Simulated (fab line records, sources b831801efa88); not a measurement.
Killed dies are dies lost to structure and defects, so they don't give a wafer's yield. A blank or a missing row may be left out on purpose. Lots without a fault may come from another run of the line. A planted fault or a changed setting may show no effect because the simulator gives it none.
Which tool did it? | flow gf180mcu | 24 lots, 72 wafers sampled, at 5 steps of a route of 602

WHAT THE GAUGES READ, wafer by wafer
GF_V2_CD_MEAS_14: target cd 260 nm.
lot  | measured     | on        | cd_nm (nm)
L074 | day 19 12:38 | cd_sem-01 | 259.9 259.8 259.3
L075 | day 19 19:14 | cd_sem-01 | 261.1 262.4 261.2
L077 | day 21 00:23 | cd_sem-01 | 257.9 258.2 258.6
L076 | day 21 01:50 | cd_sem-01 | 258.2 258.9 258.8
L078 | day 21 11:11 | cd_sem-02 | 260.1 259.9 260.2
L079 | day 21 17:50 | cd_sem-02 | 259.1 258.9 259.3
L080 | day 22 01:44 | cd_sem-02 | 261.4 261.6 260.7
L081 | day 22 20:08 | cd_sem-01 | 259.5 261.2 260.4
L082 | day 23 00:44 | cd_sem-02 | 258.9 259.1 258.6
L083 | day 23 01:23 | cd_sem-01 | 259.6 257.8 258.1
L084 | day 23 04:55 | cd_sem-01 | 258.2 258.6 257.3
L085 | day 23 12:10 | cd_sem-02 | 259.9 260.1 260.6
L086 | day 23 23:23 | cd_sem-02 | 259.5 260.6 260.1
L087 | day 24 17:53 | cd_sem-02 | 259.7 258.6 259.9
L088 | day 24 19:37 | cd_sem-02 | 259.7 258.8 258.9
L089 | day 25 06:13 | cd_sem-02 | 260.9 260.3 258.6
L090 | day 25 11:36 | cd_sem-01 | 259.1 257.9 258.7
L091 | day 26 00:09 | cd_sem-01 | 260.2 259.1 259.4
L092 | day 26 03:19 | cd_sem-01 | 258.9 258.6 258.3
L093 | day 26 11:10 | cd_sem-01 | 262.5 261.5 262.0
L095 | day 26 23:54 | cd_sem-01 | 260.6 260.2 260.6
L094 | day 27 01:36 | cd_sem-02 | 259.4 260.2 259.6
L096 | day 27 07:02 | cd_sem-02 | 259.9 260.9 260.7
L097 | day 27 18:13 | cd_sem-02 | 261.7 261.9 260.5

GF_V4_THK_MEAS_03.
lot  | measured     | on            | V4_CVD_02_THK (nm)
L074 | day 22 16:12 | film_metro-02 | 826 823 834
L075 | day 23 01:44 | film_metro-04 | 846 871 868
L077 | day 24 06:09 | film_metro-02 | 855 855 867
L076 | day 24 07:48 | film_metro-04 | 843 866 859
L078 | day 24 15:56 | film_metro-03 | 840 837 843
L079 | day 25 00:10 | film_metro-03 | 852 853 863
L080 | day 25 05:49 | film_metro-04 | 856 858 862
L081 | day 25 22:56 | film_metro-02 | 833 848 847
L082 | day 26 01:36 | film_metro-03 | 846 854 836
L083 | day 26 03:17 | film_metro-02 | 844 830 856
L084 | day 26 05:32 | film_metro-04 | 843 849 851
L085 | day 26 13:04 | film_metro-04 | 853 844 861
L086 | day 27 00:34 | film_metro-03 | 858 844 867
L087 | day 27 15:11 | film_metro-03 | 837 856 861
L088 | day 27 16:43 | film_metro-03 | 841 849 859
L089 | day 28 04:28 | film_metro-03 | 852 838 857
L090 | day 28 07:25 | film_metro-04 | 856 865 865
L091 | day 28 19:11 | film_metro-04 | 880 866 853
L092 | day 28 22:24 | film_metro-03 | 867 841 876
L093 | day 29 03:35 | film_metro-03 | 843 864 867
L095 | day 29 16:10 | film_metro-02 | 862 864 857
L094 | day 29 18:05 | film_metro-02 | 834 853 851
L096 | day 29 23:54 | film_metro-02 | 843 852 870
L097 | day 30 07:00 | film_metro-03 | 844 840 856

WHICH TOOL RAN EACH LOT (tool, then ch and the chambers of the sampled wafers, then the start)
lot  | GF_M3_SPUTTER_04             | GF_V3_SPUTTER_22             | GF_V3_CMP_26
L074 | pvd_sputter-04, day 19 14:20 | pvd_sputter-03, day 21 14:00 | cmp-01 ch 0,1,3, day 21 14:21
L075 | pvd_sputter-01, day 19 20:58 | pvd_sputter-02, day 22 00:11 | cmp-01 ch 0,2,3, day 22 00:40
L077 | pvd_sputter-04, day 21 02:10 | pvd_sputter-02, day 23 05:19 | cmp-02 ch 0,2, day 23 05:39
L076 | pvd_sputter-01, day 21 04:39 | pvd_sputter-03, day 23 07:01 | cmp-02 ch 0,1,2, day 23 07:36
L078 | pvd_sputter-04, day 21 13:13 | pvd_sputter-01, day 23 15:17 | cmp-02 ch 1,2, day 23 15:38
L079 | pvd_sputter-01, day 21 21:53 | pvd_sputter-02, day 23 23:14 | cmp-02 ch 0,1,2, day 23 23:34
L080 | pvd_sputter-01, day 22 03:25 | pvd_sputter-01, day 24 05:16 | cmp-01 ch 0,1,2, day 24 05:44
L081 | pvd_sputter-03, day 22 21:48 | pvd_sputter-03, day 24 22:57 | cmp-02 ch 0,2,3, day 24 23:26
L082 | pvd_sputter-03, day 23 02:26 | pvd_sputter-01, day 25 02:15 | cmp-02 ch 0,1,3, day 25 02:35
L083 | pvd_sputter-04, day 23 03:06 | pvd_sputter-01, day 25 02:57 | cmp-02 ch 0,2,3, day 25 03:17
L084 | pvd_sputter-04, day 23 06:37 | pvd_sputter-02, day 25 06:09 | cmp-01 ch 1,2,3, day 25 06:29
L085 | pvd_sputter-03, day 23 13:59 | pvd_sputter-02, day 25 13:13 | cmp-02 ch 0,2,3, day 25 13:38
L086 | pvd_sputter-01, day 24 01:05 | pvd_sputter-01, day 26 01:10 | cmp-02 ch 1,2, day 26 01:37
L087 | pvd_sputter-03, day 24 19:37 | pvd_sputter-02, day 26 16:44 | cmp-01 ch 2,3, day 26 17:04
L088 | pvd_sputter-01, day 24 21:17 | pvd_sputter-03, day 26 18:19 | cmp-01 ch 0,2,3, day 26 18:45
L089 | pvd_sputter-04, day 25 07:55 | pvd_sputter-02, day 27 05:43 | cmp-01 ch 0,1,3, day 27 06:07
L090 | pvd_sputter-03, day 25 13:14 | pvd_sputter-02, day 27 09:44 | cmp-01 ch 0,3, day 27 10:04
L091 | pvd_sputter-04, day 26 01:47 | pvd_sputter-01, day 27 21:46 | cmp-01 ch 0,3, day 27 22:09
L092 | pvd_sputter-01, day 26 05:19 | pvd_sputter-02, day 28 01:01 | cmp-01 ch 1,3, day 28 01:24
L093 | pvd_sputter-04, day 26 12:54 | pvd_sputter-02, day 28 07:46 | cmp-02 ch 2,3, day 28 08:06
L095 | pvd_sputter-04, day 27 01:40 | pvd_sputter-02, day 28 19:35 | cmp-02 ch 0,2,3, day 28 20:01
L094 | pvd_sputter-03, day 27 03:18 | pvd_sputter-03, day 28 21:27 | cmp-02 ch 0,2, day 28 21:50
L096 | pvd_sputter-03, day 27 08:44 | pvd_sputter-02, day 29 03:01 | cmp-01 ch 0,2,3, day 29 03:24
L097 | pvd_sputter-01, day 27 19:54 | pvd_sputter-01, day 29 11:38 | cmp-02 ch 2,3, day 29 11:58
- GF_M3_SPUTTER_04: material TiN, target thk 50 nm, time 41.7 s.
- GF_V3_SPUTTER_22: material TiN, target thk 10 nm, time 40 s.
- GF_V3_CMP_26: polishes, stops on SiO2, t overpolish 15 s, target thk 0 nm.

WHAT THE TOOLS THEMSELVES READ (means of the sampled wafers that have a number; where no wafer has one, the mark that the record gives instead)
GF_M3_SPUTTER_04.
lot  | tool           | throttle_valve_pct (%)
L074 | pvd_sputter-04 | 29.9
L075 | pvd_sputter-01 | 30.4
L077 | pvd_sputter-04 | 30.6
L076 | pvd_sputter-01 | 30.5
L078 | pvd_sputter-04 | 29.5
L079 | pvd_sputter-01 | 30.4
L080 | pvd_sputter-01 | 30.1
L081 | pvd_sputter-03 | 30.1
L082 | pvd_sputter-03 | 30.8
L083 | pvd_sputter-04 | 30.6
L084 | pvd_sputter-04 | 30.5
L085 | pvd_sputter-03 | 31.3
L086 | pvd_sputter-01 | 30.1
L087 | pvd_sputter-03 | 31.0
L088 | pvd_sputter-01 | 31.2
L089 | pvd_sputter-04 | 29.9
L090 | pvd_sputter-03 | 30.6
L091 | pvd_sputter-04 | 30.6
L092 | pvd_sputter-01 | 31.0
L093 | pvd_sputter-04 | 29.4
L095 | pvd_sputter-04 | 30.7
L094 | pvd_sputter-03 | 30.7
L096 | pvd_sputter-03 | 30.7
L097 | pvd_sputter-01 | 31.0

GF_V3_SPUTTER_22.
lot  | tool           | throttle_valve_pct (%)
L074 | pvd_sputter-03 | 30.7
L075 | pvd_sputter-02 | 30.4
L077 | pvd_sputter-02 | 30.1
L076 | pvd_sputter-03 | 31.0
L078 | pvd_sputter-01 | 30.7
L079 | pvd_sputter-02 | 29.6
L080 | pvd_sputter-01 | 30.9
L081 | pvd_sputter-03 | 30.3
L082 | pvd_sputter-01 | 30.5
L083 | pvd_sputter-01 | 30.6
L084 | pvd_sputter-02 | 29.8
L085 | pvd_sputter-02 | 29.9
L086 | pvd_sputter-01 | 30.8
L087 | pvd_sputter-02 | 29.6
L088 | pvd_sputter-03 | 30.8
L089 | pvd_sputter-02 | 29.5
L090 | pvd_sputter-02 | 29.7
L091 | pvd_sputter-01 | 30.6
L092 | pvd_sputter-02 | 30.0
L093 | pvd_sputter-02 | 29.4
L095 | pvd_sputter-02 | 29.6
L094 | pvd_sputter-03 | 30.8
L096 | pvd_sputter-02 | 29.5
L097 | pvd_sputter-01 | 30.2

GF_V3_CMP_26.
lot  | tool   | motor_current_A (A) | overpolish_run_s (s) | time_to_endpoint_s (s)
L074 | cmp-01 | 11.0                | 15.004               | 80
L075 | cmp-01 | 10.9                | 15.000               | 84
L077 | cmp-02 | 11.5                | 15.003               | 78
L076 | cmp-02 | 11.7                | 15.002               | 84
L078 | cmp-02 | 11.0                | 14.998               | 81
L079 | cmp-02 | 11.8                | 14.993               | 83
L080 | cmp-01 | 10.9                | 15.007               | 86
L081 | cmp-02 | 11.5                | 14.995               | 84
L082 | cmp-02 | 11.6                | 14.998               | 82
L083 | cmp-02 | 11.7                | 15.003               | 83
L084 | cmp-01 | 11.2                | 14.998               | 85
L085 | cmp-02 | 11.5                | 14.992               | 80
L086 | cmp-02 | 11.2                | 14.995               | 88
L087 | cmp-01 | 11.1                | 15.007               | 82
L088 | cmp-01 | 11.1                | 14.995               | 80
L089 | cmp-01 | 11.0                | 14.995               | 85
L090 | cmp-01 | 11.3                | 15.000               | 86
L091 | cmp-01 | 10.7                | 15.008               | 86
L092 | cmp-01 | 11.1                | 14.995               | 82
L093 | cmp-02 | 11.5                | 15.011               | 83
L095 | cmp-02 | 11.9                | 15.007               | 83
L094 | cmp-02 | 11.9                | 15.003               | 85
L096 | cmp-01 | 11.2                | 15.004               | 81
L097 | cmp-02 | 11.3                | 14.993               | 86

THE ANSWER, worked out from the rows above alone
Rule: what is usual is taken from the lots themselves. Put in order of their means at a reading, lots are off if they are a third of the lots or fewer, leave a main group of 4 or more, and stand apart from it by a gap of 3 or more times the standard deviation of the main group's means; of several such gaps the widest counts. A main group whose means are all the same, to the digits that the tables above print for the reading, isn't used. A lot without any number at a reading at which 4 lots or more have one is off too. The other lots that the step has rows for count as sound. The gauges are gone through in route order, then the tools' own readings, and for those a lot's mean is taken as printed above. The first step at which some lot is off is used, and at that step the reading that is off furthest; a lot without a number counts as furthest.
No lot is off at any reading shown: from this, nothing can be told.

WHAT THE SIMULATOR HAD PUT IN
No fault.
